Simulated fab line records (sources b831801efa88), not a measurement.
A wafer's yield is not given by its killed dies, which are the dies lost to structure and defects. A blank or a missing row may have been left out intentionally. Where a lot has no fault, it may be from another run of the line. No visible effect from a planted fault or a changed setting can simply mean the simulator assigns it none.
Check for tools in common	flow sky130	43 wafers sampled across 13 lots

== REASON IT WAS OPENED ==
Of 13 lots, 2 have the reading POLY_GATE_OXIDATION_THK flagged at SKY_POLY_GATE_THK_MEAS_21. Wafers without a fault read 4.01 nm, standard deviation 0.085.
Rule: flag the lot when none of its wafers has a number, or when each of its wafers that has one lies beyond 4 standard deviations from that mean. As for the other lots, they are considered sound.

lot	measured	on	POLY_GATE_OXIDATION_THK (nm), wafer by wafer	flag
L525	day 17 12:36	film metro-03	3.98 4.10 4.05	
L527	day 17 19:31	film metro-02	4.08 4.07 4.17	
L526	day 17 21:50	film metro-01	3.94 3.94 4.00	
L528	day 18 07:39	film metro-02	4.10 4.07 4.06	
L529	day 18 11:04	film metro-02	4.07 4.04 4.08	
L530	day 18 19:39	film metro-01	4.01 4.11 4.07	
L533	day 20 05:46	film metro-01	4.00 3.97	
L535	day 20 12:05	film metro-01	3.97 4.01 3.84	
L538	day 22 07:19	film metro-02	6.48 6.61 6.50 6.50 6.59 6.51	FLAGGED
L539	day 22 08:44	film metro-03	6.45 6.42 6.55 6.44 6.47 6.53	FLAGGED
L540	day 22 16:50	film metro-01	4.12 4.16 4.09	
L544	day 24 04:54	film metro-03	3.98 4.00 4.05	
L548	day 24 22:38	film metro-03	4.06 4.10	
The mean of the flagged lots' numbers is 6.50 nm, +2.49 nm from the usual (+29 standard deviations).

== WHICH TOOL RAN EACH LOT ==
The record holds 1 process step before the reading, out of a route of 708 steps. Each cell gives the tool, then ch followed by the chambers the sampled wafers passed through, then the start.
lot	flag	SKY_POLY_GATE_OXIDATION_20
L525		furnace-02 ch 0, day 17 11:21
L527		furnace-02 ch 0, day 17 18:16
L526		furnace-01 ch 0, day 17 20:35
L528		furnace-01 ch 0, day 18 06:23
L529		furnace-01 ch 0, day 18 09:47
L530		furnace-01 ch 0, day 18 18:24
L533		furnace-02 ch 0, day 20 04:31
L535		furnace-01 ch 0, day 20 10:50
L538	FLAGGED	furnace-02 ch 0, day 22 03:24
L539	FLAGGED	furnace-02 ch 0, day 22 06:04
L540		furnace-01 ch 0, day 22 15:34
L544		furnace-02 ch 0, day 24 03:38
L548		furnace-02 ch 0, day 24 21:22
What the steps here do:
- SKY_POLY_GATE_OXIDATION_20: stabilise 600 s, purge 300 s, target thk 4 nm.
- SKY_POLY_GATE_THK_MEAS_21

== FLAGGED AGAINST TOTAL, ONE TOOL AT A TIME (gauges that did the reading follow at the end) ==
step	tool	lots run	flagged	share of the flagged lots	sound lots run after its first flagged lot
SKY_POLY_GATE_OXIDATION_20	furnace-01	6	0	none	-
SKY_POLY_GATE_OXIDATION_20	furnace-02	7	2	all	2 (L544,L548)
SKY_POLY_GATE_THK_MEAS_21	film metro-01	5	0	none	-
SKY_POLY_GATE_THK_MEAS_21	film metro-02	4	1	some	0
SKY_POLY_GATE_THK_MEAS_21	film metro-03	4	1	some	2 (L544,L548)

== WHAT THE TABLE ALLOWS ==
All flagged lots share 1 row of the table, namely furnace-02 at SKY_POLY_GATE_OXIDATION_20.
- furnace-02 at SKY_POLY_GATE_OXIDATION_20: 2 of its 7 lots flagged. Lots that were sound ran on it after the first flagged one (L544, L548); a persistent fault on the entire tool would not allow that.
None of the table's rows ran every flagged lot and, after the first, no sound lot.

== WHAT THE SIMULATOR PUT IN ==
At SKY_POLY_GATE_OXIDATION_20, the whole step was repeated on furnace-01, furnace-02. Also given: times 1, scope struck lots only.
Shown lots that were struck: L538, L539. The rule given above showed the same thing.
